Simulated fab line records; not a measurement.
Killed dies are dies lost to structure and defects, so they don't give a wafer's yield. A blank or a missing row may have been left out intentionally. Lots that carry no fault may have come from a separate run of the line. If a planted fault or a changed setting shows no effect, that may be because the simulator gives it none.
fab line records | flow sky130
record lots=6 wafers=18 lastDay=50
route steps=708 shown RES_XHIGH@341 SD_N@342 PAD_OPEN@708
lots that met no fault: taken from a fault-free run of the same line
startH: hours from the record's opening day to when the first of the lot's shown wafers began | waitH: hours since the lot's step before | " unchanged from the row above | L1.1+2: a single row standing in for several wafers | - no value, or no start given | * or withheld: withheld | < > ~ a bound
route shown NAME@n: names a module that has steps shown in the file, with the first one's number in the route | usual: mean and standard deviation over wafers with no fault | same: alike in all rows | chamber/n: place in a boat | sites: the reading at each site | _std_site: standard deviation across them | _edge_site: the outer-site mean with the inner-site mean subtracted | radiusMm: for every site, how far away it sits from the centre of the wafer | mask NAME#n: copy n | behind: the most recent tool/chamber to have shaped the wafer | hold: cause of the lot's hold/its duration in hours/its outcome | device: names the non-switching transistor (n, p or np) | end of line: the same wafers' tests at the end of the route | a step given without rows: its recipe and nothing more | killed: the dies lost at the first sort to structure and to defects; this is not the yield of the wafer | map: dies across one wafer; x = killed, . = not, _ = none there
set.NAME: setting as actually run; set.NAME@STEP: the setting as run at that earlier step | model.NAME: the simulator's own value behind a step, which no gauge read
lots seen at some steps along the route; tables by step, rows by wafer
services: when a tool's chamber went out of use (startH, in hours from the record's first day, below 0 if earlier), for how many hours, and the reason
## steps
# step SKY_RES_XHIGH_TW_MEAS_09
# usual RES_XHIGH_TW=1628/12
# columns lot.wafer tool chamber startH waitH RES_XHIGH_TW
L476.2 filmMetro-03 - 629.92 0.1 1631
L476.3 " - " " 1624
L476.5 " - " " 1629
L477.1 filmMetro-01 - 638.96 0.1 1638
L477.2 " - " " 1628
L477.6 " - " " 1633
L486.1 filmMetro-04 - 719.00 0.1 1617
L486.4 " - " " 1616
L486.5 " - " " 1619
L490.1 filmMetro-04 - 745.61 0.1 1613
L490.2 " - " " 1610
L490.4 " - " " 1607
L491.2 filmMetro-04 - 748.67 0.1 1611
L491.3 " - " " 1615
L491.6 " - " " 1609
L498.1 filmMetro-04 - 800.61 0.1 1625
L498.2 " - " " 1617
L498.3 " - " " 1626
# step SKY_SD_N_DEHYDRATE_00
# recipe tempC=200 timeS=60
# step SKY_SD_N_HMDS_01
# recipe primeTimeS=60 primeTempC=120
# step SKY_SD_N_COAT_02
# recipe resist=NOVOLAK spinRpm=3000 resistThkNm=1140
# step SKY_SD_N_SOFTBAKE_03
# recipe tempC=90 timeS=60 resist=NOVOLAK
# step SKY_SD_N_EXPOSE_04
# recipe maskId=NSDM na=0.6 sourceShape=conventional sigmaOuter=0.6 polarization=unpolarized targetCdNm=380 doseMj=141
# step SKY_SD_N_PEB_05
# recipe tempC=withheld timeS=* resist=NOVOLAK
# step SKY_SD_N_DEVELOP_06
# recipe resist=NOVOLAK developer=TMAH developTimeS=60 devTempC=23
# step SKY_SD_N_CD_MEAS_07
# recipe targetCdNm=380
# usual cdNm=380.0/2.5
# columns lot.wafer tool chamber startH waitH cdNm
L476.2 cdSem-02 - 658.68 0.1 382.8
L476.3 " - " " 383.6
L476.5 " - " " 380.7
L477.1 cdSem-02 - 667.76 0.1 383.9
L477.2 " - " " 383.7
L477.6 " - " " 384.5
L486.1 cdSem-02 - 745.63 0.1 378.6
L486.4 " - " " 379.7
L486.5 " - " " 378.5
L490.1 cdSem-01 - 771.76 0.1 381.5
L490.2 " - " " 380.5
L490.4 " - " " 384.3
L491.2 cdSem-02 - 775.38 0.1 378.7
L491.3 " - " " 378.4
L491.6 " - " " 376.2
L498.1 cdSem-02 - 826.03 0.1 384.8
L498.2 " - " " 384.7
L498.3 " - " " 381.8
# step SKY_SD_N_OVL_MEAS_08
# usual SD_N_OVL=0.5/1.5
# columns lot.wafer tool chamber startH waitH SD_N_OVL[nm]
L476.2 overlay-01 - 658.78 0.1 -2.5
L476.3 " - " " -1.6
L476.5 " - " " -1.8
L477.1 overlay-01 - 667.88 0.1 0.5
L477.2 " - " " 0.2
L477.6 " - " " 0.7
L486.1 overlay-02 - 745.75 0.1 -0.8
L486.4 " - " " -0.4
L486.5 " - " " 0.7
L490.1 overlay-02 - 771.88 0.1 1.5
L490.2 " - " " 0.2
L490.4 " - " " 3.4
L491.2 overlay-01 - 775.48 0.1 2.4
L491.3 " - " " 0.9
L491.6 " - " " 0.7
L498.1 overlay-02 - 826.15 0.1 -1.0
L498.2 " - " " -0.3
L498.3 " - " " -0.3
# step SKY_SD_N_IMPLANT_09
# recipe species=As energyKev=50 doseCm2=4e+15 tiltDeg=0
# step SKY_SD_N_IMPLANT_10
# recipe species=P energyKev=20 doseCm2=1e+14 tiltDeg=0
# step SKY_SD_N_STRIP_11
# recipe chemistry=O2/N2 powerW=1400 pressureMtorr=1500 platenTempC=withheld o2FlowSccm=3000 n2FlowSccm=300 overashFraction=0.5
# usual drypumpMotorCurrentA=5.63/0.28 o2FlowSccm=2999/8.4 oesProductAu=0.527/0.0039 stripTimeToEndpointS=22.55/0.042
# columns lot.wafer tool chamber startH waitH drypumpMotorCurrentA o2FlowSccm oesProductAu rfHoursCounterH stripTimeToEndpointS
L476.2 plasmaAsher-02 0 659.11 0.1 5.60 2982 0.526 51 22.58
L476.3 " 0 " " 5.58 2986 0.529 - 22.61
L476.5 " 0 " " 5.56 2997 0.528 - 22.60
L477.1 plasmaAsher-04 0 668.21 0.1 5.64 2999 0.527 24 22.54
L477.2 " 1 " " 5.93 3001 0.523 24 22.56
L477.6 " 1 " " 5.92 2998 0.531 - 22.55
L486.1 plasmaAsher-02 0 746.09 0.1 5.56 3006 0.531 59 22.50
L486.4 " 1 " " 5.47 3591 0.532 - 22.26
L486.5 " 1 " " 5.43 3604 0.532 - 22.25
L490.1 plasmaAsher-02 0 772.21 0.1 5.55 2987 0.526 61 22.56
L490.2 " 1 " " 5.44 3602 0.533 61 22.31
L490.4 " 1 " " 5.47 3588 0.526 - 22.29
L491.2 plasmaAsher-03 0 775.81 0.1 5.13 3007 0.531 3 22.60
L491.3 " 0 " " 5.15 2999 0.528 - 22.58
L491.6 " 0 " " 5.16 3001 0.530 - 22.58
L498.1 plasmaAsher-03 0 826.49 0.1 5.14 3001 0.529 8 22.51
L498.2 " 1 " " 6.00 3007 0.533 8 22.51
L498.3 " 0 " " 5.13 2988 0.525 - 22.51
# step SKY_SD_N_TW_MEAS_12
# usual SD_N_TW=3963/35
# columns lot.wafer tool chamber startH waitH SD_N_TW
L476.2 filmMetro-03 - 659.22 0.1 3999
L476.3 " - " " 4017
L476.5 " - " " 4008
L477.1 filmMetro-01 - 668.31 0.1 3975
L477.2 " - " " 3976
L477.6 " - " " 3956
L486.1 filmMetro-03 - 746.19 0.1 3970
L486.4 " - " " 3975
L486.5 " - " " 3975
L490.1 filmMetro-03 - 772.31 0.1 4003
L490.2 " - " " 3984
L490.4 " - " " 4010
L491.2 filmMetro-01 - 775.92 0.1 3917
L491.3 " - " " 3925
L491.6 " - " " 3916
L498.1 filmMetro-04 - 826.59 0.1 3887
L498.2 " - " " 3923
L498.3 " - " " 3920
# step SKY_PAD_OPEN_PROBE_99
# usual killed_at_M0_to_M3=43/7.9 killed_at_M4_up=2.9/1.8 killedAtContacts=24/5.5 killedAtFrontEnd=15/4.2 killedAtOther=0.2/0.46 killedDies=86/11 killedOpen=47/8.1 killedShort=39/6.4
# same grossDies=492 killedAtBackSide=0
# columns lot.wafer tool chamber startH waitH killed_at_M0_to_M3 killed_at_M4_up killedAtContacts killedAtFrontEnd killedAtOther killedDies killedOpen killedShort
L476.2 prober-02 - 1089.05 0.1 46 4 28 14 0 92 58 34
L476.3 prober-02 - 1089.10 0.2 36 0 32 17 0 85 53 32
L476.5 prober-02 - 1089.20 0.2 54 6 20 11 0 91 42 48
L477.1 prober-01 - 1092.84 0.1 46 3 43 13 0 105 64 41
L477.2 prober-01 - 1092.89 0.1 51 0 28 16 0 95 47 48
L477.6 prober-01 - 1093.09 0.2 44 3 28 17 0 92 41 51
L486.1 prober-02 - 1149.68 0.1 38 4 18 19 1 80 51 29
L486.4 prober-02 - 1149.83 0.2 43 0 23 12 1 79 42 37
L486.5 prober-02 - 1149.88 0.2 46 2 23 15 1 87 46 41
L490.1 prober-02 - 1168.88 0.1 51 1 22 17 1 92 50 42
L490.2 prober-02 - 1168.93 0.1 56 7 18 17 0 98 48 50
L490.4 prober-02 - 1169.03 0.2 52 4 22 12 0 90 49 41
L491.2 prober-01 - 1169.93 0.1 36 2 33 13 1 85 44 41
L491.3 prober-01 - 1169.98 0.2 49 3 25 21 0 98 51 47
L491.6 prober-01 - 1170.13 0.2 40 3 28 15 0 86 42 44
L498.1 prober-02 - 1200.66 0.1 34 2 16 18 0 70 31 39
L498.2 prober-02 - 1200.71 0.1 38 1 24 16 0 79 40 39
L498.3 prober-02 - 1200.76 0.2 37 1 24 19 0 81 42 39
# killed by level:class
L476.2 VIA1:geometricParticle:open=18 CONTACT:geometricParticle:open=11 VIA3:geometricParticle:open=8 CONTACT:geometricParticle:short=7 LI_CONTACT:geometricParticle:open=6 VIA3:geometricParticle:short=5 FIELD_ISO:geometricParticle:short=4 FIELD_ISO:geometricParticle:open=4
L476.3 CONTACT:geometricParticle:open=13 VIA1:geometricParticle:open=12 LI_CONTACT:geometricParticle:open=7 POLY_GATE:geometricParticle:open=6 CONTACT:geometricParticle:short=6 VIA3:geometricParticle:open=6 SPACER:geometricParticle:short=4 METAL2:geometricParticle:short=4
L476.5 METAL1:geometricParticle:short=9 METAL2:geometricParticle:short=9 CONTACT:geometricParticle:open=8 VIA1:geometricParticle:open=8 VIA3:geometricParticle:open=7 CONTACT:geometricParticle:short=6 POLY_GATE:geometricParticle:open=5 VIA3:geometricParticle:short=5
L477.1 CONTACT:geometricParticle:open=18 LI_CONTACT:geometricParticle:open=13 VIA1:geometricParticle:open=11 VIA2:geometricParticle:open=8 VIA3:geometricParticle:open=7 CONTACT:geometricParticle:short=6 VIA1:geometricParticle:short=5 METAL2:geometricParticle:short=4
L477.2 VIA1:geometricParticle:open=12 LI_CONTACT:geometricParticle:open=8 LOCAL_INTERCONNECT:geometricParticle:short=7 VIA3:geometricParticle:open=7 CONTACT:geometricParticle:short=7 VIA2:geometricParticle:open=7 METAL1:geometricParticle:short=6 FIELD_ISO:geometricParticle:short=5
L477.6 CONTACT:geometricParticle:short=9 VIA1:geometricParticle:short=9 VIA1:geometricParticle:open=8 CONTACT:geometricParticle:open=7 LI_CONTACT:geometricParticle:open=6 METAL1:geometricParticle:short=5 VIA3:geometricParticle:open=5 FIELD_ISO:geometricParticle:open=4
L486.1 VIA3:geometricParticle:open=10 CONTACT:geometricParticle:open=8 VIA1:geometricParticle:open=8 FIELD_ISO:geometricParticle:open=6 VIA2:geometricParticle:open=6 LI_CONTACT:geometricParticle:open=4 METAL1:geometricParticle:short=4 VIA1:geometricParticle:short=4
L486.4 VIA1:geometricParticle:open=8 CONTACT:geometricParticle:open=8 VIA3:geometricParticle:open=6 METAL2:geometricParticle:short=6 VIA2:geometricParticle:open=6 VIA1:geometricParticle:short=5 FIELD_ISO:geometricParticle:open=4 LI_CONTACT:geometricParticle:open=4
L486.5 VIA2:geometricParticle:open=9 VIA3:geometricParticle:open=8 VIA1:geometricParticle:open=7 CONTACT:geometricParticle:open=6 CONTACT:geometricParticle:short=5 VIA1:geometricParticle:short=5 LI_CONTACT:geometricParticle:open=4 LOCAL_INTERCONNECT:geometricParticle:short=4
L490.1 VIA2:geometricParticle:open=10 VIA1:geometricParticle:open=9 CONTACT:geometricParticle:open=7 CONTACT:geometricParticle:short=6 VIA3:geometricParticle:open=6 POLY_GATE:geometricParticle:short=5 VIA2:geometricParticle:short=5 FIELD_ISO:geometricParticle:open=4
L490.2 VIA1:geometricParticle:short=11 VIA1:geometricParticle:open=10 METAL1:geometricParticle:short=9 VIA3:geometricParticle:open=7 POLY_GATE:geometricParticle:open=7 CONTACT:geometricParticle:open=7 METAL4:geometricParticle:short=6 VIA2:geometricParticle:open=6
L490.4 VIA1:geometricParticle:open=14 METAL1:geometricParticle:short=8 VIA2:geometricParticle:open=7 VIA3:geometricParticle:open=6 LI_CONTACT:geometricParticle:open=6 CONTACT:geometricParticle:open=6 VIA2:geometricParticle:short=5 FIELD_ISO:geometricParticle:short=4
L491.2 CONTACT:geometricParticle:short=9 CONTACT:geometricParticle:open=9 LI_CONTACT:geometricParticle:open=8 VIA2:geometricParticle:open=8 METAL2:geometricParticle:short=7 VIA1:geometricParticle:open=7 VIA1:geometricParticle:short=5 SPACER:geometricParticle:open=4
L491.3 LI_CONTACT:geometricParticle:open=9 VIA1:geometricParticle:short=9 METAL2:geometricParticle:short=9 CONTACT:geometricParticle:open=8 POLY_GATE:geometricParticle:open=6 VIA1:geometricParticle:open=6 VIA3:geometricParticle:open=6 FIELD_ISO:geometricParticle:short=5
L491.6 CONTACT:geometricParticle:short=9 VIA1:geometricParticle:open=8 LI_CONTACT:geometricParticle:open=7 CONTACT:geometricParticle:open=7 VIA2:geometricParticle:short=6 POLY_GATE:geometricParticle:short=5 FIELD_ISO:geometricParticle:short=4 LI_CONTACT:geometricParticle:short=4
L498.1 FIELD_ISO:geometricParticle:short=11 METAL1:geometricParticle:short=6 VIA3:geometricParticle:open=6 LI_CONTACT:geometricParticle:open=5 FIELD_ISO:geometricParticle:open=4 CONTACT:geometricParticle:open=4 VIA1:geometricParticle:short=4 VIA1:geometricParticle:open=4
L498.2 METAL1:geometricParticle:short=8 CONTACT:geometricParticle:open=7 VIA3:geometricParticle:open=7 FIELD_ISO:geometricParticle:open=6 CONTACT:geometricParticle:short=6 METAL3:geometricParticle:short=6 LI_CONTACT:geometricParticle:open=5 FIELD_ISO:geometricParticle:short=4
L498.3 CONTACT:geometricParticle:open=8 VIA1:geometricParticle:open=6 VIA2:geometricParticle:open=6 LI_CONTACT:geometricParticle:open=5 LOCAL_INTERCONNECT:geometricParticle:short=5 VIA1:geometricParticle:short=5 VIA3:geometricParticle:open=5 POLY_GATE:geometricParticle:open=4
## services
# columns tool chamber startH hours kind
plasmaAsher-03 - 654.32 1.9 repair
plasmaAsher-04 - 699.34 7.2 repair
plasmaAsher-02 - 709.55 15.6 pm
plasmaAsher-03 - 733.75 9.0 pm
plasmaAsher-03 0 733.75 9.0 ventCycle
plasmaAsher-03 1 733.75 9.0 ventCycle
plasmaAsher-03 0 742.75 - clean
plasmaAsher-03 1 742.75 - clean
plasmaAsher-02 - 804.10 0.6 repair
plasmaAsher-02 - 825.14 4.0 pm
## key
firstSign step=SKY_SD_N_STRIP_11 reading=o2FlowSccm direction=up sigmas=71 usual=2999 struck=3596
effect step=SKY_SD_N_STRIP_11 reading=stripTimeToEndpointS direction=down sigmas=6.5 usual=* struck=*
metAt SKY_SD_N_STRIP_11
struckWafers L486.4,L486.5,L490.2,L490.4
testerLeftOut L486,L490
fault kind=processParameterDrift tool=plasmaAsher-02 chamber=1 onsetH=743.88 steps=SKY_SD_N_STRIP_11 channel=o2FlowSccm offset=600 shape=step endH=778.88 actsIn=theseRecipesOnly stated=3000
# testerLeftOut: of these lots the tester's yield and bins aren't shown, on N5 and GAA mostly nor the transistor test; their killed dies are dies lost to structure and defects alone, not to doping, threshold or leakage, so they don't give the yield
